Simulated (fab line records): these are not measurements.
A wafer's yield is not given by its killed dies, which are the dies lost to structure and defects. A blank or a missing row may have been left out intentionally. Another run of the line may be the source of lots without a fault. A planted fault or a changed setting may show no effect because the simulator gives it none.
fab line records	flow sky130
[record] lots = 10	wafers = 30	last-day = 50
route steps=708 shown POLY_GATE@231 LDD_HVP@288 LOCAL_INTERCONNECT@400 VIA2@509 PAD_OPEN@708
lots that met no fault: taken from a fault-free run of the same line
start-h: hours from the record's opening day to when the first of the lot's shown wafers began	wait-h: hours from the lot's prior step to this one	" identical to the entry in the row above	L1.1+2: a row that stands for several wafers	- no value, or no start given	* or withheld: withheld	< > ~ a bound
route shown NAME@n: names a module that has steps shown in the file, with the first one's number in the route	usual: mean and standard deviation over wafers with no fault	same: alike in all rows	chamber/n: place in a boat	sites: readings site by site	_std_site: their standard deviation	_edge_site: outer sites' mean less inner sites'	radius-mm: how far each site lies from the wafer's centre	mask NAME#n: copy n	behind: the most recent tool/chamber to have shaped the wafer	hold: cause of the lot's hold/its duration in hours/its outcome	device: transistor that didn't switch, given as n, p or np	end of line: at the end of the route, the tests of the same wafers	a step with no rows: only its recipe	killed: dies lost to structure and defects at the first sort, not the wafer's yield	map: the dies of a wafer, with x for killed, . for not killed, _ for no die there
set.NAME: the run value of the setting; set.NAME@STEP: its run value at that earlier step	model.NAME: the simulator's own value behind a step, which no gauge read
a sample of lots followed through the steps of the route, with each step as a table and each wafer as a row
services: from which hour (start-h, from the record's first day; less than 0 if before it) a tool's chamber was out of use, for how many hours, and why
[[steps]]
[step SKY_POLY_GATE_ETCH_17]
[recipe] target-depth-nm = 180	stop-on = SiO2	over-etch-frac = 0.56667	chemistry = HBr/Cl2	target = poly-Si	icp-w = 400	bias-w = 100	pressure-mtorr = 10	HBr_flow_sccm = 150	Cl2_flow_sccm = 50	time-s = 70.5
[usual] bias-w = 100.0/0.31	drypump-motor-current-A = 5.6/0.5	oes-product-au = 0.987/0.0078	throttle-valve-pct = 33.685/0.0093
lot.wafer	tool	chamber	start-h	wait-h	bias-w	drypump-motor-current-A	oes-product-au	rf-hours-counter-h	throttle-valve-pct
L557.1	rie-si-01	0	409.30	0.0	99.8	4.9	0.987	3	33.696
L557.3	"	3	"	"	99.7	5.4	0.986	66	33.684
L557.4	"	2	"	"	100.0	5.5	0.993	3	33.669
L558.1	rie-si-02	1	422.71	0.0	100.7	5.7	0.992	40	33.690
L558.2	"	0	"	"	100.4	6.3	0.980	4	33.698
L558.4	"	2	"	"	99.7	5.3	0.985	3	33.692
L561.2	rie-si-02	3	437.75	0.0	99.8	6.5	0.994	4	33.680
L561.5	"	0	"	"	100.0	6.3	0.998	-	33.679
L561.6	"	3	"	"	99.6	6.5	1.006	-	33.688
L562.1	rie-si-01	1	459.30	0.0	100.1	5.2	0.989	1	33.677
L562.4	"	2	"	"	99.9	5.6	0.997	-	33.674
L562.5	"	0	"	"	99.6	4.9	1.000	-	33.696
L563.1	rie-si-02	3	459.52	0.0	99.9	6.5	1.001	5	33.669
L563.4	"	0	"	"	99.9	6.3	0.980	4	33.666
L563.6	"	1	"	"	100.0	5.7	0.986	-	33.664
L564.2	rie-si-01	2	470.45	0.0	99.8	5.5	0.988	3	33.679
L564.5	"	0	"	"	99.8	4.9	0.979	-	33.683
L564.6	"	2	"	"	100.0	5.5	0.989	-	33.691
L566.1	rie-si-01	1	482.25	0.0	100.1	5.2	0.985	2	33.672
L566.3	"	2	"	"	100.2	5.5	0.983	3	33.676
L566.5	"	2	"	"	100.4	5.6	0.992	-	33.679
L567.1	rie-si-02	3	497.17	0.0	99.8	6.5	0.988	5	33.688
L567.4	"	1	"	"	99.8	5.7	0.996	41	33.678
L567.5	"	3	"	"	99.4	6.5	0.993	-	33.681
L575.2	rie-si-02	2	561.80	0.0	99.9	5.3	0.989	4	33.682
L575.3	"	1	"	"	100.2	5.7	0.992	41	33.691
L575.4	"	0	"	"	99.7	6.3	0.995	5	33.701
L576.2	rie-si-01	3	570.12	0.0	100.4	5.4	1.001	0	33.692
L576.3	"	1	"	"	99.8	5.2	0.982	2	33.695
L576.6	"	2	"	"	100.5	5.5	0.990	-	33.680
[step SKY_LDD_HVP_TW_MEAS_10]
[usual] LDD_HVP_TW = 456/3.8
lot.wafer	tool	chamber	start-h	wait-h	LDD_HVP_TW
L557.1	film-metro-04	-	534.32	0.1	462
L557.3	"	-	"	"	456
L557.4	"	-	"	"	460
L558.1	film-metro-03	-	549.05	0.1	448
L558.2	"	-	"	"	451
L558.4	"	-	"	"	452
L561.2	film-metro-01	-	564.38	0.1	457
L561.5	"	-	"	"	458
L561.6	"	-	"	"	455
L562.1	film-metro-03	-	583.60	0.1	453
L562.4	"	-	"	"	451
L562.5	"	-	"	"	454
L563.1	film-metro-01	-	583.90	0.1	455
L563.4	"	-	"	"	453
L563.6	"	-	"	"	454
L564.2	film-metro-03	-	594.01	0.1	451
L564.5	"	-	"	"	449
L564.6	"	-	"	"	451
L566.1	film-metro-01	-	602.42	0.1	454
L566.3	"	-	"	"	453
L566.5	"	-	"	"	455
L567.1	film-metro-01	-	620.85	0.1	452
L567.4	"	-	"	"	455
L567.5	"	-	"	"	455
L575.2	film-metro-04	-	681.21	0.1	462
L575.3	"	-	"	"	460
L575.4	"	-	"	"	461
L576.2	film-metro-04	-	687.98	0.1	461
L576.3	"	-	"	"	461
L576.6	"	-	"	"	463
[step SKY_LOCAL_INTERCONNECT_ETCH_13]
[recipe] chemistry = N2/H2	target = BARC	ion-energy-ev = 200	bias-w = 100	pressure-mtorr = 30	n2-flow-sccm = 100	h2-flow-sccm = 200	icp-w = 500	stop-on = SiO2	time-s = 45.9	target-depth-a = 600
[usual] bias-w = 100.01/0.3	drypump-motor-current-A = 5.4/0.39	h2-flow-sccm = 200.1/0.58	oes-product-au = 0.855/0.0045	throttle-valve-pct = 13.225/0.0093
lot.wafer	tool	chamber	start-h	wait-h	bias-w	drypump-motor-current-A	h2-flow-sccm	oes-product-au	rf-hours-counter-h	throttle-valve-pct
L557.1	rie-metal-02	0	740.02	0.0	99.93	5.7	199.5	0.848	9	13.221
L557.3	"	0	"	"	99.76	5.7	199.8	0.858	-	13.223
L557.4	"	1	"	"	99.48	6.0	199.9	0.855	-	13.209
L558.1	rie-metal-03	1	754.62	0.0	99.87	5.0	199.7	0.863	7	13.217
L558.2	"	0	"	"	100.02	5.1	199.8	0.846	13	13.221
L558.4	"	0	"	"	100.41	5.1	199.8	0.861	-	13.216
L561.2	rie-metal-01	0	768.32	0.0	100.09	5.7	199.8	0.855	2	13.227
L561.5	"	1	"	"	99.51	5.2	199.7	0.852	-	13.212
L561.6	"	0	"	"	100.01	5.7	200.1	0.859	-	13.225
L562.1	rie-metal-01	0	784.56	0.0	99.90	5.7	201.0	0.858	3	13.221
L562.4	"	1	"	"	99.63	5.2	200.3	0.852	-	13.235
L562.5	"	0	"	"	100.12	5.7	200.2	0.862	-	13.220
L563.1	rie-metal-02	1	785.77	0.0	100.17	6.0	200.1	0.850	4	13.229
L563.4	"	0	"	"	100.05	5.7	200.7	0.855	-	13.218
L563.6	"	0	"	"	100.08	5.7	200.2	0.851	-	13.239
L564.2	rie-metal-02	0	795.00	0.0	100.24	5.8	199.6	0.855	11	13.229
L564.5	"	0	"	"	99.84	5.7	199.8	0.851	-	13.231
L564.6	"	1	"	"	99.93	6.0	199.6	0.858	-	13.221
L566.1	rie-metal-02	0	801.96	0.0	100.99	5.7	200.6	0.858	11	13.218
L566.3	"	1	"	"	100.25	6.0	200.2	0.858	-	13.227
L566.5	"	0	"	"	100.35	5.7	199.3	0.857	-	13.229
L567.1	rie-metal-03	1	818.81	0.0	99.48	5.0	200.5	0.855	9	13.207
L567.4	"	1	"	"	99.59	5.0	200.7	0.855	-	13.224
L567.5	"	1	"	"	99.73	5.0	201.1	0.848	-	13.224
L575.2	rie-metal-01	1	875.91	0.0	99.82	5.1	200.3	0.854	14	13.220
L575.3	"	0	"	"	100.11	5.7	201.6	0.863	-	13.216
L575.4	"	1	"	"	100.29	5.2	199.3	0.850	-	13.237
L576.2	rie-metal-01	0	880.73	0.0	99.87	5.7	200.2	0.859	7	13.226
L576.3	"	1	"	"	100.17	5.2	199.3	0.858	-	13.224
L576.6	"	0	"	"	100.23	5.7	200.1	0.860	-	13.231
[step SKY_VIA2_CMP_02]
[recipe] material = SiO2	down-force-psi = 4	platen-rpm = 60	pad-velocity-m-s = 0.94248
[usual] motor-current-A = 12.6/1.5
lot.wafer	tool	chamber	start-h	wait-h	motor-current-A
L557.3	cmp-01	2	852.43	0.0	11.7
L557.4	"	3	"	"	13.0
L557.1	"	0	"	"	15.3
L558.1	cmp-02	3	867.03	0.1	10.7
L558.4	"	1	"	"	10.4
L558.2	"	2	"	"	14.6
L561.2	cmp-02	1	886.62	0.0	10.1
L561.5	"	1	"	"	10.6
L561.6	"	2	"	"	13.6
L562.4	cmp-02	1	894.57	0.1	10.3
L562.1	"	3	"	"	11.6
L562.5	"	0	"	"	12.6
L563.1	cmp-02	1	896.95	0.1	10.1
L563.4	"	0	"	"	12.2
L563.6	"	2	"	"	14.0
L564.2	cmp-01	1	907.16	0.0	10.8
L564.5	"	1	"	"	11.3
L564.6	"	2	"	"	11.1
L566.1	cmp-01	3	912.84	0.1	13.8
L566.3	"	0	"	"	14.9
L566.5	"	2	"	"	11.7
L567.1	cmp-02	1	929.53	0.2	10.4
L567.4	"	2	"	"	14.0
L567.5	"	1	"	"	10.3
L575.3	cmp-01	1	982.65	0.0	11.6
L575.2	"	3	"	"	12.3
L575.4	"	0	"	"	15.3
L576.2	cmp-02	0	986.76	0.1	13.3
L576.3	"	1	"	"	11.1
L576.6	"	2	"	"	15.0
[step SKY_VIA2_BOW_MEAS_03]
[recipe] mode = bow
[usual] VIA2_BOW = 86/7.8
lot.wafer	tool	chamber	start-h	wait-h	hold	VIA2_BOW[um]
L557.1	film-metro-04	-	852.73	0.1	-	83
L557.3	"	-	"	"	-	92
L557.4	"	-	"	"	-	93
L558.1	film-metro-04	-	867.33	0.2	-	95
L558.2	"	-	"	"	-	92
L558.4	"	-	"	"	-	91
L561.2	film-metro-02	-	886.94	0.3	-	85
L561.5	"	-	"	"	-	83
L561.6	"	-	"	"	-	86
L562.1	film-metro-01	-	894.82	0.1	-	95
L562.4	"	-	"	"	-	85
L562.5	"	-	"	"	-	77
L563.1	film-metro-04	-	897.25	0.2	await-dispo/0.2h/release	98
L563.4	"	-	"	"	await-dispo/0.2h/release	79
L563.6	"	-	"	"	await-dispo/0.2h/release	102
L563.1	film-metro-04	-	897.53	0.3	-	-
L563.4	"	-	"	"	-	-
L563.6	"	-	"	"	-	-
L564.2	film-metro-04	-	907.48	0.3	-	84
L564.5	"	-	"	"	-	76
L564.6	"	-	"	"	-	86
L566.1	film-metro-04	-	913.04	0.1	-	81
L566.3	"	-	"	"	-	96
L566.5	"	-	"	"	-	83
L567.1	film-metro-04	-	929.83	0.2	await-dispo/0.2h/release	75
L567.4	"	-	"	"	await-dispo/0.2h/release	89
L567.5	"	-	"	"	await-dispo/0.2h/release	86
L567.1	film-metro-04	-	930.12	0.3	-	-
L567.4	"	-	"	"	-	-
L567.5	"	-	"	"	-	-
L575.2	film-metro-02	-	982.97	0.2	-	68
L575.3	"	-	"	"	-	73
L575.4	"	-	"	"	-	90
L576.2	film-metro-04	-	986.98	0.2	-	90
L576.3	"	-	"	"	-	77
L576.6	"	-	"	"	-	75
[step SKY_VIA2_ETCH_15]
[recipe] target = SiO2	chemistry = C4F8/O2/Ar	target-depth-nm = 546	stop-on = TiN	mask-material = KrF-thick	source-w = 1500	bias-w = 1200	pressure-mtorr = 40	c4f8-flow-sccm = withheld	O2_flow_sccm = 6	Ar_flow_sccm = 300	time-s = 84
[usual] bias-w = 1200/3.4	oes-product-au = 0.940/0.0046
lot.wafer	tool	chamber	start-h	wait-h	bias-w	oes-product-au	rf-hours-counter-h
L557.1	rie-diel-02	3	879.21	0.0	1201	0.948	5
L557.3	"	0	"	"	1198	0.939	16
L557.4	"	1	"	"	1195	0.943	18
L558.1	rie-diel-02	2	893.12	0.0	1202	0.937	7
L558.2	"	0	"	"	1198	0.938	17
L558.4	"	3	"	"	1203	0.940	5
L561.2	rie-diel-03	3	912.53	0.0	1199	0.937	11
L561.5	"	2	"	"	1205	0.937	-
L561.6	"	3	"	"	1200	0.934	-
L562.1	rie-diel-04	2	919.37	0.0	1201	0.940	24
L562.4	"	0	"	"	1201	0.947	10
L562.5	"	3	"	"	1204	0.944	-
L563.1	rie-diel-03	3	922.09	0.0	1197	0.937	11
L563.4	"	3	"	"	1199	0.939	-
L563.6	"	3	"	"	1199	0.986	-
L564.2	rie-diel-02	1	932.67	0.0	1203	0.942	20
L564.5	"	3	"	"	1204	0.935	-
L564.6	"	2	"	"	1201	0.940	-
L566.1	rie-diel-04	0	938.12	0.0	1197	0.931	10
L566.3	"	2	"	"	1200	0.939	24
L566.5	"	0	"	"	1198	0.932	-
L567.1	rie-diel-03	3	954.66	0.0	1201	0.943	12
L567.4	"	0	"	"	1197	0.931	1
L567.5	"	1	"	"	1199	0.984	-
L575.2	rie-diel-03	0	1006.64	0.0	1204	0.933	3
L575.3	"	3	"	"	1193	0.944	14
L575.4	"	2	"	"	1205	0.944	15
L576.2	rie-diel-04	1	1010.34	0.0	1200	0.945	17
L576.3	"	3	"	"	1201	0.938	4
L576.6	"	2	"	"	1194	0.944	-
[step SKY_PAD_OPEN_PROBE_99]
[usual] defect-limited-yield = 81.9/1.9	killed_at_M0_to_M3 = 45/7.3	killed_at_M4_up = 3.2/1.8	killed-at-contacts = 25/5.5	killed-at-front-end = 15/4.2	killed-at-other = 0.3/0.69	killed-dies = 89/9.4	killed-open = 49/6.6	killed-short = 40/6.4	sort_bin_3_pad_short = 0.9/0.43	sort_bin_5_function = 10.7/1.5	sort_bin_6_memory = 6.5/1.2	sort-n-pass = 403/9.4	sort-yield-pct = 81.9/1.9
[same] gross-dies = 492	killed-at-back-side = 0	sort_bin_4_leakage[%] = 0	sort_bin_8_speed[%] = 0
lot.wafer	tool	chamber	start-h	wait-h	defect-limited-yield[%]	killed_at_M0_to_M3	killed_at_M4_up	killed-at-contacts	killed-at-front-end	killed-at-other	killed-dies	killed-open	killed-short	sort_bin_3_pad_short[%]	sort_bin_5_function[%]	sort_bin_6_memory[%]	sort-n-pass	sort-yield-pct[%]
L557.1	prober-02	-	1100.66	0.1	82.7	52	1	20	12	0	85	46	38	0.6	11.4	5.3	407	82.7
L557.3	prober-02	-	1100.76	0.2	82.9	36	5	29	14	0	84	42	42	0.4	10.0	6.7	408	82.9
L557.4	prober-02	-	1100.81	0.2	83.7	31	3	30	16	0	80	39	41	0.6	9.1	6.5	412	83.7
L558.1	prober-02	-	1108.92	0.1	83.5	44	6	22	9	0	81	44	37	1.4	9.3	5.7	411	83.5
L558.2	prober-02	-	1108.97	0.1	83.3	40	1	20	19	2	82	44	37	1.0	10.2	5.5	410	83.3
L558.4	prober-02	-	1109.07	0.2	84.6	48	0	16	11	1	76	32	43	1.6	8.7	5.1	416	84.6
L561.2	prober-02	-	1128.22	0.1	80.5	43	1	28	23	1	96	59	36	1.2	10.6	7.7	396	80.5
L561.5	prober-02	-	1128.37	0.2	82.5	39	6	26	13	2	86	47	38	1.4	10.4	5.7	406	82.5
L561.6	prober-02	-	1128.42	0.2	76.0	70	0	28	20	0	118	64	54	1.6	12.8	9.6	374	76.0
L563.1	prober-02	-	1132.57	0.1	80.5	47	3	29	16	1	96	57	38	0.8	12.4	6.3	396	80.5
L563.4	prober-02	-	1132.72	0.2	81.3	53	3	21	14	1	92	47	44	0.8	10.2	7.7	400	81.3
L563.6	prober-02	-	1132.82	0.2	80.7	48	3	29	15	0	95	51	43	1.4	11.2	6.7	397	80.7
L564.2	prober-01	-	1144.01	0.1	83.3	39	3	27	11	2	82	47	33	1.8	8.3	6.5	410	83.3
L564.5	prober-01	-	1144.16	0.2	82.1	32	3	28	22	3	88	49	37	0.4	11.6	5.9	404	82.1
L564.6	prober-01	-	1144.21	0.2	78.0	50	5	28	25	0	108	60	48	1.4	14.2	6.3	384	78.0
L567.1	prober-02	-	1159.53	0.1	83.9	39	3	22	15	0	79	38	41	0.8	9.6	5.7	413	83.9
L567.4	prober-02	-	1159.68	0.2	85.2	35	3	22	13	0	73	36	37	1.8	8.1	4.9	419	85.2
L567.5	prober-02	-	1159.73	0.2	82.7	41	2	30	12	0	85	42	42	1.4	9.6	6.3	407	82.7
L575.2	prober-02	-	1196.87	0.1	82.1	46	5	23	14	0	88	47	41	1.0	9.1	7.7	404	82.1
L575.3	prober-02	-	1196.92	0.2	83.1	45	3	19	16	0	83	46	37	1.4	9.1	6.3	409	83.1
L575.4	prober-02	-	1196.97	0.2	80.9	52	4	29	9	0	94	51	43	0.8	11.6	6.7	398	80.9
// killed by level:class
L557.1 VIA2:geometric-particle:open=12 VIA1:geometric-particle:open=11 METAL2:geometric-particle:short=7 VIA1:geometric-particle:short=6 LI_CONTACT:geometric-particle:open=5 CONTACT:geometric-particle:short=5 CONTACT:geometric-particle:open=5 POLY_GATE:geometric-particle:short=4
L557.3 CONTACT:geometric-particle:open=11 LOCAL_INTERCONNECT:geometric-particle:short=7 VIA2:geometric-particle:open=7 VIA1:geometric-particle:open=6 CONTACT:geometric-particle:short=5 VIA2:geometric-particle:short=5 METAL2:geometric-particle:short=4 LI_CONTACT:geometric-particle:open=4
L557.4 CONTACT:geometric-particle:open=8 VIA1:geometric-particle:open=7 LI_CONTACT:geometric-particle:open=6 CONTACT:geometric-particle:short=6 LOCAL_INTERCONNECT:geometric-particle:short=5 VIA3:geometric-particle:open=5 FIELD_ISO:geometric-particle:short=4 POLY_GATE:geometric-particle:short=4
L558.1 CONTACT:geometric-particle:open=12 VIA1:geometric-particle:open=11 METAL2:geometric-particle:short=8 VIA3:geometric-particle:open=8 METAL4:geometric-particle:short=5 VIA1:geometric-particle:short=4 VIA3:geometric-particle:short=4 FIELD_ISO:geometric-particle:short=3
L558.2 CONTACT:geometric-particle:open=8 VIA2:geometric-particle:open=8 VIA1:geometric-particle:open=8 METAL2:geometric-particle:short=7 VIA3:geometric-particle:open=6 FIELD_ISO:geometric-particle:short=5 LI_CONTACT:geometric-particle:open=5 FIELD_ISO:geometric-particle:open=4
L558.4 VIA1:geometric-particle:open=10 METAL1:geometric-particle:short=9 METAL2:geometric-particle:short=8 VIA1:geometric-particle:short=6 VIA3:geometric-particle:open=6 CONTACT:geometric-particle:short=4 CONTACT:geometric-particle:open=4 LI_CONTACT:geometric-particle:open=3
L561.2 CONTACT:geometric-particle:open=11 VIA1:geometric-particle:open=10 LI_CONTACT:geometric-particle:open=9 VIA2:geometric-particle:open=8 FIELD_ISO:geometric-particle:short=6 POLY_GATE:geometric-particle:open=6 POLY_GATE:geometric-particle:short=5 METAL1:geometric-particle:short=5
L561.5 VIA1:geometric-particle:open=13 LI_CONTACT:geometric-particle:open=12 CONTACT:geometric-particle:short=6 VIA3:geometric-particle:short=5 VIA1:geometric-particle:short=5 VIA2:geometric-particle:open=5 LI_CONTACT:geometric-particle:short=4 METAL4:geometric-particle:short=4
L561.6 CONTACT:geometric-particle:open=13 METAL2:geometric-particle:short=11 VIA1:geometric-particle:open=11 LI_CONTACT:geometric-particle:open=10 VIA3:geometric-particle:open=10 VIA1:geometric-particle:short=9 METAL1:geometric-particle:short=8 VIA2:geometric-particle:open=7
L563.1 VIA1:geometric-particle:open=16 CONTACT:geometric-particle:open=13 CONTACT:geometric-particle:short=8 METAL2:geometric-particle:short=8 POLY_GATE:geometric-particle:open=7 LI_CONTACT:geometric-particle:open=5 VIA2:geometric-particle:open=5 POLY_GATE:geometric-particle:short=4
L563.4 VIA1:geometric-particle:open=11 METAL2:geometric-particle:short=10 VIA3:geometric-particle:open=8 VIA2:geometric-particle:open=7 LOCAL_INTERCONNECT:geometric-particle:short=6 CONTACT:geometric-particle:open=6 POLY_GATE:geometric-particle:open=5 FIELD_ISO:geometric-particle:short=4
L563.6 CONTACT:geometric-particle:open=10 VIA1:geometric-particle:open=10 LI_CONTACT:geometric-particle:open=9 VIA3:geometric-particle:open=9 VIA2:geometric-particle:open=7 POLY_GATE:geometric-particle:short=5 VIA3:geometric-particle:short=5 LOCAL_INTERCONNECT:geometric-particle:short=5
L564.2 CONTACT:geometric-particle:open=12 VIA1:geometric-particle:open=9 VIA3:geometric-particle:open=7 METAL2:geometric-particle:short=7 CONTACT:geometric-particle:short=5 LI_CONTACT:geometric-particle:open=5 VIA2:geometric-particle:open=5 FIELD_ISO:geometric-particle:short=4
L564.5 LI_CONTACT:geometric-particle:open=9 CONTACT:geometric-particle:open=9 VIA1:geometric-particle:open=9 FIELD_ISO:geometric-particle:short=6 FIELD_ISO:geometric-particle:open=5 METAL1:geometric-particle:short=5 VIA3:geometric-particle:open=4 POLY_GATE:geometric-particle:short=3
L564.6 VIA1:geometric-particle:open=15 CONTACT:geometric-particle:open=13 VIA2:geometric-particle:open=11 CONTACT:geometric-particle:short=8 METAL2:geometric-particle:short=7 VIA1:geometric-particle:short=6 FIELD_ISO:geometric-particle:short=5 POLY_GATE:geometric-particle:short=4
L567.1 LOCAL_INTERCONNECT:geometric-particle:short=9 VIA1:geometric-particle:open=9 VIA2:geometric-particle:open=8 CONTACT:geometric-particle:open=6 POLY_GATE:geometric-particle:short=5 METAL3:geometric-particle:short=5 LI_CONTACT:geometric-particle:open=4 FIELD_ISO:geometric-particle:short=3
L567.4 VIA2:geometric-particle:open=8 CONTACT:geometric-particle:short=7 VIA1:geometric-particle:open=7 LI_CONTACT:geometric-particle:open=5 METAL2:geometric-particle:short=4 POLY_CUT:geometric-particle:open=4 LOCAL_INTERCONNECT:geometric-particle:short=4 METAL1:geometric-particle:short=4
L567.5 CONTACT:geometric-particle:open=12 LI_CONTACT:geometric-particle:open=7 METAL1:geometric-particle:short=7 VIA1:geometric-particle:open=7 VIA3:geometric-particle:short=6 METAL2:geometric-particle:short=5 VIA2:geometric-particle:open=5 LI_CONTACT:geometric-particle:short=4
L575.2 VIA3:geometric-particle:open=9 LI_CONTACT:geometric-particle:open=8 CONTACT:geometric-particle:open=8 FIELD_ISO:geometric-particle:short=6 VIA2:geometric-particle:open=6 CONTACT:geometric-particle:short=5 VIA3:geometric-particle:short=5 METAL4:geometric-particle:short=4
L575.3 VIA2:geometric-particle:open=13 METAL2:geometric-particle:short=7 METAL1:geometric-particle:short=6 FIELD_ISO:geometric-particle:open=5 CONTACT:geometric-particle:open=5 VIA1:geometric-particle:open=5 FIELD_ISO:geometric-particle:short=4 LI_CONTACT:geometric-particle:short=4
L575.4 CONTACT:geometric-particle:open=13 VIA1:geometric-particle:open=12 VIA2:geometric-particle:open=9 METAL2:geometric-particle:short=7 VIA3:geometric-particle:open=7 CONTACT:geometric-particle:short=5 METAL1:geometric-particle:short=5 LI_CONTACT:geometric-particle:short=4
[[services]]
tool	chamber	start-h	hours	kind
cmp-02	-	386.57	10.8	repair
rie-diel-03	0	386.75	16.0	repair
rie-si-02	3	392.81	5.3	repair
rie-metal-02	0	399.22	4.3	repair
cmp-02	-	404.00	4.0	pm
cmp-02	-	421.75	3.0	pm
rie-si-02	2	427.72	12.0	repair
cmp-02	-	441.89	9.9	pm
rie-si-01	1	468.14	6.6	repair
cmp-02	-	472.27	0.4	repair
cmp-02	-	487.75	20.2	pm
cmp-02	-	508.16	1.4	repair
rie-si-01	3	518.29	8.9	repair
cmp-02	-	548.91	3.5	repair
cmp-02	-	592.74	5.2	pm
cmp-02	-	625.44	0.8	repair
rie-si-02	-	682.73	0.4	repair
cmp-02	-	714.68	0.5	repair
cmp-02	-	744.00	4.0	pm
rie-si-02	-	752.83	1.5	repair
rie-si-01	-	833.65	14.6	pm
rie-si-02	3	874.99	8.6	repair
cmp-02	-	924.47	1.2	repair
cmp-02	-	961.86	6.1	pm
[[key]]
[first-sign] step = SKY_VIA2_BOW_MEAS_03	reading = visit	direction = added
[effect] step = SKY_VIA2_ETCH_15	reading = oes-product-au	direction = up	sigmas = 9.9	usual = 0.940	struck = 0.985
met-at SKY_VIA2_CMP_02
struck-lots L563,L567
struck-wafers L563.6,L567.5
not-acting-at SKY_POLY_GATE_ETCH_17,SKY_LDD_HVP_TW_MEAS_10,SKY_LOCAL_INTERCONNECT_ETCH_13
onset-between 894.57 896.95
[fault] kind = process-parameter-drift	tool = cmp-02	chamber = -	onset-h = 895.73	steps = SKY_VIA2_CMP_02	channel = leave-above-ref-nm	offset = 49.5	shape = step	end-h = 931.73	scope = struck-wafers-only	acts-in = these-recipes-only	stated = 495
